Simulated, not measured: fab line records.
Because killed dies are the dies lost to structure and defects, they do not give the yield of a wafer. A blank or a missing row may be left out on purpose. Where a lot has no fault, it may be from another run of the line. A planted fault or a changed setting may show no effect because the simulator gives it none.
What tool caused it? :: flow sky130 :: 13 lots, 39 wafers sampled, at 2 steps of a route of 708

== WHAT THE GAUGES READ, wafer by wafer ==
The record holds no reading of a measuring or inspecting step that can be judged against a usual standard deviation.

== TOOL THAT RAN EACH LOT (tool first, then ch and the chambers of the sampled wafers, then the start) ==
lot: L203
SKY_GATE_OXIDE_STRIP_13: plasma_asher-02 ch 0,1, day 14 02:37
SKY_PAD_OPEN_PROBE_99: -

lot: L205
SKY_GATE_OXIDE_STRIP_13: plasma_asher-02 ch 1, day 14 15:39
SKY_PAD_OPEN_PROBE_99: -

lot: L206
SKY_GATE_OXIDE_STRIP_13: plasma_asher-01 ch 0,1, day 15 06:30
SKY_PAD_OPEN_PROBE_99: -

lot: L208
SKY_GATE_OXIDE_STRIP_13: plasma_asher-01 ch 0,1, day 16 02:33
SKY_PAD_OPEN_PROBE_99: -

lot: L209
SKY_GATE_OXIDE_STRIP_13: plasma_asher-02 ch 0,1, day 16 07:32
SKY_PAD_OPEN_PROBE_99: -

lot: L210
SKY_GATE_OXIDE_STRIP_13: plasma_asher-02 ch 0,1, day 16 11:38
SKY_PAD_OPEN_PROBE_99: prober-02, day 48 01:56

lot: L212
SKY_GATE_OXIDE_STRIP_13: plasma_asher-01 ch 0,1, day 17 13:36
SKY_PAD_OPEN_PROBE_99: -

lot: L215
SKY_GATE_OXIDE_STRIP_13: plasma_asher-04 ch 0,1, day 18 16:33
SKY_PAD_OPEN_PROBE_99: prober-01, day 49 08:09

lot: L220
SKY_GATE_OXIDE_STRIP_13: plasma_asher-04 ch 0,1, day 20 08:20
SKY_PAD_OPEN_PROBE_99: -

lot: L222
SKY_GATE_OXIDE_STRIP_13: plasma_asher-01 ch 0,1, day 20 19:11
SKY_PAD_OPEN_PROBE_99: -

lot: L221
SKY_GATE_OXIDE_STRIP_13: plasma_asher-02 ch 0,1, day 20 19:44
SKY_PAD_OPEN_PROBE_99: -

lot: L223
SKY_GATE_OXIDE_STRIP_13: plasma_asher-01 ch 0,1, day 20 23:57
SKY_PAD_OPEN_PROBE_99: -

lot: L224
SKY_GATE_OXIDE_STRIP_13: plasma_asher-04 ch 0,1, day 21 14:18
SKY_PAD_OPEN_PROBE_99: -
- SKY_GATE_OXIDE_STRIP_13: strips in O2/N2.
- SKY_PAD_OPEN_PROBE_99

== AS READ BY THE TOOLS THEMSELVES (means over the sampled wafers that have a number; for cases with no such wafer, the mark the record gives instead) ==
SKY_GATE_OXIDE_STRIP_13. Usual: drypump_motor_current_A 6.17 A, standard deviation 0.29; oes_product_au 0.716 a.u., standard deviation 0.0046; strip_time_to_endpoint_s 14.17 s, standard deviation 0.049.
lot: L203
tool: plasma_asher-02
drypump_motor_current_A (A): 6.01
oes_product_au (a.u.): 0.714
strip_time_to_endpoint_s (s): 14.17
flag: 

lot: L205
tool: plasma_asher-02
drypump_motor_current_A (A): 6.51
oes_product_au (a.u.): 0.718
strip_time_to_endpoint_s (s): 14.23
flag: 

lot: L206
tool: plasma_asher-01
drypump_motor_current_A (A): 6.20
oes_product_au (a.u.): 0.714
strip_time_to_endpoint_s (s): 14.19
flag: 

lot: L208
tool: plasma_asher-01
drypump_motor_current_A (A): 6.19
oes_product_au (a.u.): 0.713
strip_time_to_endpoint_s (s): 14.19
flag: 

lot: L209
tool: plasma_asher-02
drypump_motor_current_A (A): 6.26
oes_product_au (a.u.): 0.715
strip_time_to_endpoint_s (s): 14.19
flag: 

lot: L210
tool: plasma_asher-02
drypump_motor_current_A (A): 6.01
oes_product_au (a.u.): 0.943
strip_time_to_endpoint_s (s): -
flag: OFF

lot: L212
tool: plasma_asher-01
drypump_motor_current_A (A): 6.19
oes_product_au (a.u.): 0.719
strip_time_to_endpoint_s (s): 14.19
flag: 

lot: L215
tool: plasma_asher-04
drypump_motor_current_A (A): 6.32
oes_product_au (a.u.): 0.714
strip_time_to_endpoint_s (s): 14.21
flag: 

lot: L220
tool: plasma_asher-04
drypump_motor_current_A (A): 6.27
oes_product_au (a.u.): 0.718
strip_time_to_endpoint_s (s): 14.06
flag: 

lot: L222
tool: plasma_asher-01
drypump_motor_current_A (A): 6.20
oes_product_au (a.u.): 0.717
strip_time_to_endpoint_s (s): 14.13
flag: 

lot: L221
tool: plasma_asher-02
drypump_motor_current_A (A): 6.03
oes_product_au (a.u.): 0.716
strip_time_to_endpoint_s (s): 14.08
flag: 

lot: L223
tool: plasma_asher-01
drypump_motor_current_A (A): 6.02
oes_product_au (a.u.): 0.713
strip_time_to_endpoint_s (s): 14.13
flag: 

lot: L224
tool: plasma_asher-04
drypump_motor_current_A (A): 6.28
oes_product_au (a.u.): 0.713
strip_time_to_endpoint_s (s): 14.16
flag: 

SKY_PAD_OPEN_PROBE_99. Usual: killed_at_M0_to_M3 44, standard deviation 6.8; killed_at_M4_up 3.2, standard deviation 1.7; killed_at_contacts 24, standard deviation 4.9; killed_at_front_end 14, standard deviation 4.1; killed_at_other 0.2, standard deviation 0.51; killed_dies 85, standard deviation 8.7; killed_on_rim 16, standard deviation 4; killed_open 46, standard deviation 6.8; killed_short 39, standard deviation 6.1.
lot: L210
tool: prober-02
killed_at_M0_to_M3: 46
killed_at_M4_up: 4.0
killed_at_contacts: 20
killed_at_front_end: 421
killed_at_other: 0.7
killed_dies: 492
killed_on_rim: 96
killed_open: 47
killed_short: 37
flag: OFF

lot: L215
tool: prober-01
killed_at_M0_to_M3: 35
killed_at_M4_up: 3.0
killed_at_contacts: 26
killed_at_front_end: 10
killed_at_other: 0.5
killed_dies: 76
killed_on_rim: 14
killed_open: 42
killed_short: 34
flag: 

== THE ANSWER, worked out from the rows above alone ==
Rule: a lot is off if the mean of its wafers that have a number lies more than 3 standard deviations from the usual mean. A lot without any number at a reading at which 4 lots or more have one is off too. The other lots that the step has rows for count as sound. After the gauges, taken in route order, come the tools' own readings; for these a lot's mean is taken, as printed above. The first step at which some lot is off is used, and at that step the reading that is off furthest; a lot without a number counts as furthest.
Off: L210, at SKY_GATE_OXIDE_STRIP_13 (strip_time_to_endpoint_s). Without a number there: L210.
A tool fits if, at that step or a process step before it, it ran every lot that is off, and no sound lot after the first of them. Of those tried, none fits.

== WHAT THE SIMULATOR PUT IN ==
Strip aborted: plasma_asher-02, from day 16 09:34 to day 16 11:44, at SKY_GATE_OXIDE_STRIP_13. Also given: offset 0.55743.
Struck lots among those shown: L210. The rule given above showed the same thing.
